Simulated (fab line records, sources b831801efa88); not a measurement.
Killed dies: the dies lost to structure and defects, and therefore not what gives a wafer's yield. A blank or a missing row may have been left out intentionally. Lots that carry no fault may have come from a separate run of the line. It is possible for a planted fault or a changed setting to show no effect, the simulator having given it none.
Matching of chambers    flow gf180mcu    GF_V5_CVD_02 on pecvd-04 has 3 sister chambers
The step deposits SiO2 from TEOS, target thk 1450 nm, time 163.28 s. 6 wafers are shown with their chamber, then 12 later ones without.

== WAFERS WITH THEIR CHAMBER ==
wafer   chamber  heaterPowerW (W)
L086.1  1        702
L086.2  0        828
L086.3  2        659
L086.4  0        666
L086.5  2        536
L086.6  1        780

== WAFERS WITHOUT THEIR CHAMBER ==
wafer   heaterPowerW (W)
L087.3  780
L087.4  666
L087.6  791
L092.1  639
L092.2  761
L092.6  822
L095.3  540
L095.5  637
L095.6  639
L097.1  685
L097.3  805
L097.4  684

== WHICH CHAMBER EACH ONE RAN IN ==
wafer   from the rows above           in truth
L087.3  can't be placed: 0 or 1 or 2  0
L087.4  can't be placed: 2 or 1 or 0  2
L087.6  can't be placed: 0 or 1 or 2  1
L092.1  can't be placed: 2 or 1 or 0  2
L092.2  can't be placed: 0 or 1 or 2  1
L092.6  can't be placed: 0 or 1 or 2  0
L095.3  can't be placed: 2 or 1 or 0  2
L095.5  can't be placed: 2 or 1 or 0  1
L095.6  can't be placed: 2 or 1 or 0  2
L097.1  can't be placed: 1 or 0 or 2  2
L097.3  can't be placed: 0 or 1 or 2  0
L097.4  can't be placed: 1 or 0 or 2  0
Placed correctly: 0 of 12. These rows do not allow placing 12 (true chamber among the candidates in 12). Wrongly placed: 0.
How it was worked out, from the rows above alone: a wafer's distance from a chamber is the root of the sum, over the readings, of the square of ((its reading less the chamber's mean) divided by the reading's scatter). The wafer belongs to the nearest chamber; if the next one is less than 2 further off, it can't be placed. Each chamber's mean is taken over the wafers shown for it. How the scatter is found: for the shown wafers, subtract from each reading the mean of its chamber, square and add these, divide the total by (wafers less chambers), then take the root.
